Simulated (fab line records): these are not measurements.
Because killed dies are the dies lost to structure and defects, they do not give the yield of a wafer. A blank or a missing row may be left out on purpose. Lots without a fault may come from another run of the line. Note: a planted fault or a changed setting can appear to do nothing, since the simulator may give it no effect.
What tool caused it? + flow sky130 + 10 lots, 30 wafers sampled, at 6 steps of a route of 708

## WHAT THE GAUGES SHOWED, per wafer
SKY_SD_N_CD_MEAS_07 targets a cd of 380 nm.
| lot  | measured     | on       | cdNm (nm)         |
|------|--------------|----------|-------------------|
| L652 | day 27 18:21 | cdSem-01 | 379.7 380.5 381.1 |
| L655 | day 28 19:16 | cdSem-02 | 378.9 380.1 378.5 |
| L656 | day 29 14:39 | cdSem-01 | 380.2 381.5 382.2 |
| L657 | day 29 17:37 | cdSem-02 | 383.2 382.3 382.6 |
| L664 | day 32 02:19 | cdSem-01 | 379.5 381.8 380.3 |
| L668 | day 33 10:45 | cdSem-01 | 376.9 377.0 378.4 |
| L669 | day 34 07:56 | cdSem-02 | 381.4 382.1 383.7 |
| L672 | day 34 17:06 | cdSem-01 | 376.5 376.2 375.7 |
| L674 | day 35 04:53 | cdSem-02 | 380.4 379.4 378.1 |
| L675 | day 35 09:40 | cdSem-02 | 377.5 380.5 378.4 |

SKY_METAL1_RS_MEAS_05: uses a four-point probe to measure.
| lot  | measured     | on           | METAL1_ALCU_RS (ohm/sq) |
|------|--------------|--------------|-------------------------|
| L652 | day 31 13:19 | filmMetro-04 | 0.1266 0.1270 0.1266    |
| L655 | day 32 13:21 | filmMetro-04 | 0.1279 0.1263 0.1266    |
| L656 | day 33 08:39 | filmMetro-01 | 0.1278 0.1270 0.1270    |
| L657 | day 33 10:17 | filmMetro-02 | 0.1279 0.1270 0.1253    |
| L664 | day 35 16:59 | filmMetro-02 | 0.1221 0.1274 0.1276    |
| L668 | day 37 01:02 | filmMetro-04 | 0.1267 0.1255 0.1262    |
| L669 | day 37 20:52 | filmMetro-01 | 0.1243 0.1255 0.1257    |
| L672 | day 38 06:37 | filmMetro-01 | 0.1268 0.1264 0.1256    |
| L674 | day 38 17:18 | filmMetro-01 | 0.1272 0.1282 0.1270    |
| L675 | day 38 22:48 | filmMetro-04 | 0.1275 0.1278 0.1282    |

SKY_METAL1_THK_MEAS_06: measures by xrf.
| lot  | measured     | on           | METAL1_ALCU_THK (nm) |
|------|--------------|--------------|----------------------|
| L652 | day 31 13:26 | filmMetro-04 | 249.6 249.3 249.9    |
| L655 | day 32 13:28 | filmMetro-04 | 250.0 249.9 251.0    |
| L656 | day 33 08:46 | filmMetro-01 | 248.9 250.4 249.8    |
| L657 | day 33 10:24 | filmMetro-02 | 246.5 246.4 250.7    |
| L664 | day 35 17:05 | filmMetro-02 | 259.2 249.9 248.7    |
| L668 | day 37 01:10 | filmMetro-04 | 248.7 253.8 250.8    |
| L669 | day 37 20:59 | filmMetro-01 | 254.5 251.6 252.1    |
| L672 | day 38 06:44 | filmMetro-01 | 249.0 252.2 251.7    |
| L674 | day 38 17:25 | filmMetro-01 | 249.8 247.1 248.7    |
| L675 | day 38 22:55 | filmMetro-04 | 248.3 248.2 248.3    |

## EACH LOT AND THE TOOL THAT RAN IT (in order: tool; ch and the chambers of the sampled wafers; start)
| lot  | SKY_LI_CONTACT_ETCH_14            | SKY_METAL1_SPUTTER_01       | SKY_METAL1_SPUTTER_02       |
|------|-----------------------------------|-----------------------------|-----------------------------|
| L652 | rieDiel-03 ch 0,1, day 29 01:29   | pvdSputter-03, day 31 13:13 | pvdSputter-03, day 31 13:14 |
| L655 | rieDiel-01 ch 1,3, day 30 01:11   | pvdSputter-03, day 32 13:13 | pvdSputter-03, day 32 13:14 |
| L656 | rieDiel-01 ch 1,3, day 30 20:41   | pvdSputter-03, day 33 08:32 | pvdSputter-03, day 33 08:34 |
| L657 | rieDiel-04 ch 0,1,3, day 30 22:50 | pvdSputter-03, day 33 10:10 | pvdSputter-03, day 33 10:11 |
| L664 | rieDiel-03 ch 0,1,2, day 33 07:59 | pvdSputter-03, day 35 16:50 | pvdSputter-03, day 35 16:52 |
| L668 | rieDiel-04 ch 0,1,2, day 34 15:29 | pvdSputter-04, day 37 00:55 | pvdSputter-04, day 37 00:57 |
| L669 | rieDiel-03 ch 0,3, day 35 12:53   | pvdSputter-04, day 37 20:44 | pvdSputter-04, day 37 20:46 |
| L672 | rieDiel-01 ch 0,2, day 35 22:02   | pvdSputter-03, day 38 06:31 | pvdSputter-03, day 38 06:32 |
| L674 | rieDiel-03 ch 1,2,3, day 36 08:26 | pvdSputter-02, day 38 17:11 | pvdSputter-02, day 38 17:13 |
| L675 | rieDiel-03 ch 0,2,3, day 36 13:47 | pvdSputter-03, day 38 22:40 | pvdSputter-03, day 38 22:41 |
- SKY_LI_CONTACT_ETCH_14: etches BARC in N2/H2, stops on SiO2, time 45.9 s, target depth 60 nm.
- SKY_METAL1_SPUTTER_01: material TiN, target thk 20 nm, time 16.7 s.
- SKY_METAL1_SPUTTER_02: material AlCu, target thk 250 nm, time 13.3 s.

## WHAT THE TOOLS THEMSELVES READ (means of the sampled wafers that have a number; where no wafer has one, the mark that the record gives instead)
SKY_LI_CONTACT_ETCH_14.
| lot  | tool       | drypumpMotorCurrentA (A) | oesProductAu (a.u.) | throttleValvePct (%) |
|------|------------|--------------------------|---------------------|----------------------|
| L652 | rieDiel-03 | 5.50                     | 0.854               | 13.227               |
| L655 | rieDiel-01 | 5.66                     | 0.858               | 13.222               |
| L656 | rieDiel-01 | 5.57                     | 0.858               | 13.225               |
| L657 | rieDiel-04 | 5.81                     | 0.862               | 13.212               |
| L664 | rieDiel-03 | 5.55                     | 0.854               | 13.234               |
| L668 | rieDiel-04 | 5.73                     | 0.852               | 13.229               |
| L669 | rieDiel-03 | 5.69                     | 0.848               | 13.231               |
| L672 | rieDiel-01 | 5.88                     | 0.858               | 13.224               |
| L674 | rieDiel-03 | 5.48                     | 0.853               | 13.220               |
| L675 | rieDiel-03 | 5.61                     | 0.854               | 13.223               |

SKY_METAL1_SPUTTER_01.
| lot  | tool          | cathodeDcPowerW (W) | throttleValvePct (%) |
|------|---------------|---------------------|----------------------|
| L652 | pvdSputter-03 | 6499.2              | 29.1                 |
| L655 | pvdSputter-03 | 6500.2              | 30.6                 |
| L656 | pvdSputter-03 | 6500.4              | 29.8                 |
| L657 | pvdSputter-03 | 6500.0              | 31.0                 |
| L664 | pvdSputter-03 | 6499.6              | 29.0                 |
| L668 | pvdSputter-04 | 6498.8              | 31.8                 |
| L669 | pvdSputter-04 | 6500.0              | 31.0                 |
| L672 | pvdSputter-03 | 6500.4              | 30.8                 |
| L674 | pvdSputter-02 | 6501.2              | 31.7                 |
| L675 | pvdSputter-03 | 6500.7              | 30.5                 |

SKY_METAL1_SPUTTER_02.
| lot  | tool          | cathodeDcPowerW (W) | throttleValvePct (%) |
|------|---------------|---------------------|----------------------|
| L652 | pvdSputter-03 | 10600               | 29.2                 |
| L655 | pvdSputter-03 | 10599               | 30.7                 |
| L656 | pvdSputter-03 | 10599               | 29.9                 |
| L657 | pvdSputter-03 | 10598               | 31.0                 |
| L664 | pvdSputter-03 | 10754               | 29.0                 |
| L668 | pvdSputter-04 | 10600               | 31.8                 |
| L669 | pvdSputter-04 | 10599               | 30.9                 |
| L672 | pvdSputter-03 | 10599               | 30.9                 |
| L674 | pvdSputter-02 | 10599               | 31.8                 |
| L675 | pvdSputter-03 | 10600               | 30.5                 |

## THE ANSWER, worked out from the rows above alone
Rule: the lots themselves supply what counts as usual. Put in order of their means at a reading, lots are off if they are a third of the lots or fewer, leave a main group of 4 or more, and stand apart from it by a gap of 3 or more times the standard deviation of the main group's means; of several such gaps the widest counts. A main group is skipped when, at the precision printed for the reading in the tables above, its means are all equal. Also off: a lot with no number at a reading for which 4 or more lots have one. Any other lot the step has rows for is counted as sound. Order of review: gauges by route order, followed by the tools' own readings, for which a lot's mean as printed above is used. The first step at which some lot is off is used, and at that step the reading that is off furthest; a lot without a number counts as furthest.
Off at SKY_METAL1_SPUTTER_02 (cathodeDcPowerW): L664. For the main group the mean is 10599 W and the standard deviation 0.63.
If a tool, at that step or one of the process steps before it, ran each lot that is off and ran no sound lot following the first of them, it fits. None of those tried fits.

## WHAT HAD BEEN PUT IN BY THE SIMULATOR
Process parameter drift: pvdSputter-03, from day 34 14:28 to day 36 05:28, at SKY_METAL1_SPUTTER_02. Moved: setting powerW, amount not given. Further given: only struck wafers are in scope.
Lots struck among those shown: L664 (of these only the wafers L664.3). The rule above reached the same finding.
